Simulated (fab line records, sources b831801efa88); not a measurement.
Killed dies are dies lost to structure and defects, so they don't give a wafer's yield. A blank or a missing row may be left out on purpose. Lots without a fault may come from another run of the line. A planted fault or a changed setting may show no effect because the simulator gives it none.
A struck lot beside a sound one | flow sky130 | 17 steps out of a route of 708
Sound: wafers L645.1, L645.3, L645.5. Struck: wafer L658.1. (L658.2, L658.6 of the same lot were not struck and are left out.) The cause comes at the end.
At each step with rows: each side's tool, then ch and its chambers, then its first start. Under that, the readings that differ: sound wafers | struck wafers | difference of the means | sigmas: that difference in standard deviations of wafers without a fault.
alike: readings whose means differ by less than 2 such deviations, and words and numbers that are the same on both sides. not compared: withheld readings, readings that some wafer has no value for, bounds like >300 that may hide the same value, and numbers for which the record gives no deviation and whose values overlap.
The two part at a step that has a row with sigmas, a row that says differs or no value, or rows on one side only. Numbers that don't overlap but have no deviation are shown without sigmas and don't part them. A reading that every wafer of one side lacks parts them only if that side has two wafers or more.

first, 2 steps without rows for these wafers: SKY_LOCAL_INTERCONNECT_PEB_09; SKY_LOCAL_INTERCONNECT_DEVELOP_10 (develop time 60 s).
SKY_LOCAL_INTERCONNECT_CD_MEAS_11: target cd 170 nm.
  sound on cd_sem-01, day 32 08:32; struck on cd_sem-01, day 36 21:20
  alike: cd_nm
SKY_LOCAL_INTERCONNECT_OVL_MEAS_12:
  sound on overlay-02, day 32 08:39; struck on overlay-02, day 36 21:27
  alike: LOCAL_INTERCONNECT_OVL
SKY_LOCAL_INTERCONNECT_ETCH_13: etches BARC in N2/H2, stops on SiO2, time 45.9 s, target depth 60 nm.
  sound on rie_metal-01 ch 1, day 32 08:41; struck on rie_metal-02 ch 0, day 36 21:29
  reading                     | sound       | struck | difference | sigmas
  drypump_motor_current_A (A) | 5.9 5.9 5.9 | 5.0    | -0.9       | -2
  alike: chamber_pressure_mTorr, he_backside_leak_sccm, n2_flow_sccm, oes_product_au, throttle_valve_pct
  not compared: rf_hours_counter_h
SKY_LOCAL_INTERCONNECT_METAL_ETCH_14: etches TiN in Cl2/BCl3, stops on PSG, target depth 110 nm, time 31.4 s.
  sound on rie_metal-01 ch 1, day 32 08:45; struck on rie_metal-02 ch 0, day 36 21:33
  reading                     | sound             | struck | difference | sigmas
  drypump_motor_current_A (A) | 5.9 5.9 5.9       | 5.0    | -0.9       | -2
  oes_product_au (a.u.)       | 0.945 0.951 0.935 | 0.927  | -0.017     | -2
  alike: chamber_pressure_mTorr, he_backside_leak_sccm, throttle_valve_pct
  not compared: rf_hours_counter_h
SKY_LOCAL_INTERCONNECT_STRIP_15: strips in O2/N2.
  sound on plasma_asher-02 ch 0,1, day 32 08:48; struck on plasma_asher-02 ch 0, day 36 21:36
  reading                     | sound       | struck | difference | sigmas
  drypump_motor_current_A (A) | 4.7 4.8 5.8 | 5.8    | +0.7       | +2
  alike: chamber_pressure_mTorr, n2_flow_sccm, oes_product_au, strip_time_to_endpoint_s
  not compared: rf_hours_counter_h
then, 3 steps without rows for these wafers: SKY_LOCAL_INTERCONNECT_STRIP_16 (strips in post etch residue remover, time 1200 s); SKY_LOCAL_INTERCONNECT_CLEAN_17 (cleans in IPA, time 180 s); SKY_LOCAL_INTERCONNECT_CLEAN_18 (cleans in O3/DIW).
SKY_CONTACT_CVD_00: deposits Si3N4, target thk 75 nm.
  sound on pecvd-01 ch 1,2, day 32 09:23; struck on pecvd-01 ch 1, day 36 22:12
  alike: heater_power_w
SKY_CONTACT_THK_MEAS_01:
  sound on film_metro-01, day 32 09:26; struck on film_metro-02, day 36 22:14
  alike: CONTACT_CVD_00_THK
SKY_CONTACT_HDPCVD_02: deposits SiO2, target thk 565 nm, time 94.2 s.
  sound on hdpcvd-01 ch 0,1,2, day 32 09:29; struck on hdpcvd-01 ch 2, day 36 22:18
  reading                                     | sound             | struck | difference | sigmas
  run_length_s (s)                            | 121.9 122.7 122.5 | 102.0  | -20.4      | -39
  model.SiO2_of_CONTACT_HDPCVD_02.thk_nm (nm) | 570.6 570.1 575   | 444.4  | -127.5     |
SKY_CONTACT_THK_MEAS_03:
  sound on film_metro-02, day 32 09:34; struck on film_metro-01, day 36 22:22
  reading                 | sound       | struck | difference | sigmas
  CONTACT_HDPCVD_THK (nm) | 570 570 575 | 445    | -127       | -22
SKY_CONTACT_CMP_04: polishes SiO2.
  sound on cmp-02 ch 1,3, day 32 09:37; struck on cmp-01 ch 0, day 36 22:28
  reading                | sound          | struck | difference | sigmas
  motor_current_A (A)    | 11.4 13.2 12.8 | 10.7   | -1.8       | -2
  time_to_endpoint_s (s) | 88 86 87       | 39     | -48        | -14
  alike: platen_rpm, slurry_flow_ml_min
SKY_CONTACT_BOW_MEAS_05:
  sound on film_metro-01, day 32 09:55; struck on film_metro-01, day 36 22:43
  alike: CONTACT_BOW
-- the record jumps here: 14 days lie between the struck wafers' starts before and after (it left off in module CONTACT and takes up again in module PAD_OPEN, whose first step shown is number 708 of the route) --
SKY_PAD_OPEN_PROBE_99:
  sound on prober-01, day 47 08:02; struck on prober-02, day 50 13:02
  reading             | sound    | struck | difference | sigmas
  killed_at_front_end | 24 14 25 | 11     | -10        | -2
  alike: killed_at_M0_to_M3, killed_at_M4_up, killed_at_contacts, killed_at_other, killed_dies, killed_open, killed_short

WHERE THEY PART
First at SKY_LOCAL_INTERCONNECT_ETCH_13; last, within this record, at SKY_PAD_OPEN_PROBE_99.

WHY: what the simulator had put in
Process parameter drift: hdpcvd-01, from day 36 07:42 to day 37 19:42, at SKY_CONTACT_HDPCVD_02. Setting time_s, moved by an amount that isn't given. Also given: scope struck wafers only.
